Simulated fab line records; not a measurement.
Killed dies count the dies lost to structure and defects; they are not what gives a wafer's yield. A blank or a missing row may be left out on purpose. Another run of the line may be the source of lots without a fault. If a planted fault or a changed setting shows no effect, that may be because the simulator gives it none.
Matching of chambers    flow gf180mcu    GF_PASSIVATION_CVD_02 on pecvd-01 has 3 sister chambers
The step deposits Si3N4, target thk 700 nm, time 486.18 s. 3 wafers are shown with their chamber, then 8 later ones without.

WAFERS, EACH WITH ITS CHAMBER
wafer   chamber  heater-power-w (W)
L083.1  1        570
L083.6  2        695
L085.2  0        1020

WAFERS MISSING THEIR CHAMBER
wafer   heater-power-w (W)
L085.4  866
L085.6  804
L087.1  723
L087.3  651
L087.6  1027
L096.1  911
L096.4  808
L096.5  584

WHICH CHAMBER EACH WENT THROUGH
wafer   from the rows above           in truth
L085.4  can't be placed: 0 or 2 or 1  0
L085.6  can't be placed: 2 or 0 or 1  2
L087.1  can't be placed: 2 or 1       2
L087.3  can't be placed: 2 or 1       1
L087.6  0                             0
L096.1  can't be placed: 0 or 2       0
L096.4  can't be placed: 2 or 0 or 1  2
L096.5  can't be placed: 1 or 2       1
Correctly placed: 1 of 8. Unplaceable from these rows: 7, with the true chamber sitting among the candidates in 7. Placed wrongly: 0.
How it was worked out, from the rows above alone: a wafer's distance from a chamber is the root of the sum, over the readings, of the square of ((its reading less the chamber's mean) divided by the reading's scatter). If the next closest chamber is less than 2 further off than the closest, the wafer can't be placed; otherwise it belongs to the closest. Each chamber's mean is taken over the wafers shown for it. The scatter: root of mean squared gap, hidden wafer to nearest shown wafer, with one shown wafer a chamber.
